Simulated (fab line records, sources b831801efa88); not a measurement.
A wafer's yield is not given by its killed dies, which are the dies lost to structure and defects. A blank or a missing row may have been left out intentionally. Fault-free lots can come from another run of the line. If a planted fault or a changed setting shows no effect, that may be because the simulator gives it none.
Struck lot and sound lot, side by side :: flow gf180mcu :: 18 steps out of a route of 602
Sound: wafers L875.1, L875.2, L875.6. Wafers L884.2, L884.3, L884.4 were the ones struck. The cause is given at the end.
Per side, at each step with rows, come the tool, then ch with its chambers, and then its first start. Under that, the readings that differ: sound wafers :: struck wafers :: difference of the means :: sigmas: that difference in standard deviations of wafers without a fault.
alike: words and numbers the same on both sides, and readings whose means are apart by under 2 such deviations; not compared: readings that were withheld, readings missing a value for some wafer, numbers with overlapping values and no deviation given by the record, and bounds like >300 which may hide the same value.
A row with sigmas, a row that says differs or no value, or rows on one side alone: a step with any of these is where the two part. Non-overlapping numbers with no deviation appear without sigmas and do not part them. A reading that every wafer of one side lacks parts them only if that side has two wafers or more.

GF_SAB_CVD_00: deposits SiO2 from TEOS, target thk 50 nm, time 4.9302 s.
  sound on pecvd-01 ch 0,1,2, day 16 09:37; struck on pecvd-04 ch 0,1,2, day 19 22:49
  alike: heater power w, rf fwd power W
GF_SAB_THK_MEAS_01:
  sound on film metro-02, day 16 09:38; struck on film metro-01, day 19 22:50
  alike: SAB_CVD_00_THK
then, 7 steps without rows for these wafers: GF_SAB_DEHYDRATE_02 (time 60 s); GF_SAB_HMDS_03 (prime time 60 s); GF_SAB_COAT_04 (resist thk 1000 nm); GF_SAB_SOFTBAKE_05 (time 60 s); GF_SAB_EXPOSE_06 (exposes mask SAB, target cd 420 nm); GF_SAB_PEB_07; GF_SAB_DEVELOP_08 (develop time 60 s).
GF_SAB_CD_MEAS_09 targets a cd of 420 nm.
  sound on cd sem-02, day 17 08:31; struck on cd sem-02, day 20 22:11
  alike: cd nm
GF_SAB_OVL_MEAS_10:
  sound on overlay-01, day 17 08:38; struck on overlay-02, day 20 22:17
  alike: SAB_OVL
GF_SAB_ETCH_11: etches SiO2 in C4F8/O2/Ar, target depth 55 nm, time 8.5 s.
  sound on rie diel-01 ch 0,1,3, day 17 08:41; struck on rie diel-02 ch 0,2,3, day 20 22:19
  alike: oes product au, rf fwd power W
  not compared: rf hours counter h
GF_SAB_WET_ETCH_12: etches SiO2 in dHF, target depth 22 nm, time 440 s.
  sound on wet bench-02 ch 3, day 17 08:42; struck on wet bench-04 ch 2, day 20 22:20
reading: bath heat duty pct (%)
sound: 5.3 5.7 6.3
struck: 11.7 11.8 13.0
difference: +6.4
sigmas: +10

reading: temp c (C)
sound: 25.10 25.01 25.01
struck: 29.69 29.54 29.49
difference: +4.53
sigmas: +41

reading: model.SiO2_of_STI_CVD_23.thk nm (nm)
sound: 339.4 341 339.8
struck: 335.3 335 334.4
difference: -5.2
sigmas: 
GF_SAB_STRIP_13: strips in O2/N2.
  sound on plasma asher-01 ch 0,1, day 17 08:50; struck on plasma asher-04 ch 0,1, day 20 22:29
reading: strip time to endpoint s (s)
sound: 12.67 12.69 12.72
struck: 12.56 12.55 12.60
difference: -0.12
sigmas: -3
  alike: drypump motor current A, heater power w, oes product au, platen temp c
  not compared: rf hours counter h
then, 1 step without rows for these wafers: GF_SALICIDE_CLEAN_00 (cleans in SC1/SC2, time 150 s).
GF_SALICIDE_WET_ETCH_01: etches SiO2 in dHF, target depth 5 nm, time 100 s.
  sound on wet bench-03 ch 1, day 17 08:59; struck on wet bench-01 ch 0, day 20 22:38
reading: model.SiO2_of_STI_CVD_23.thk nm (nm)
sound: 335.9 337.6 336.4
struck: 331.8 331.6 331
difference: -5.2
sigmas: 
  alike: bath heat duty pct, temp c
GF_SALICIDE_SPUTTER_02: material Co, target thk 10 nm, time 20 s.
  sound on pvd sputter-01, day 17 09:01; struck on pvd sputter-01, day 20 22:40
  alike: throttle valve pct
-- the record jumps here: 13 days lie between the struck wafers' starts before and after (it left off in module SALICIDE and takes up again in module PASSIVATION, whose first step shown is number 602 of the route) --
GF_PASSIVATION_PROBE_99:
  rows exist in the record for the struck wafers here (prober-02, day 33 12:50), but not for the sound ones

WHERE THEY PART
Last at GF_PASSIVATION_PROBE_99 as far as this record goes, first at GF_SAB_WET_ETCH_12.

WHY: what had been put in by the simulator
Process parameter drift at GF_SAB_WET_ETCH_12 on wet bench-04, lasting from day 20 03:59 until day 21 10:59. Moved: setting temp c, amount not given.
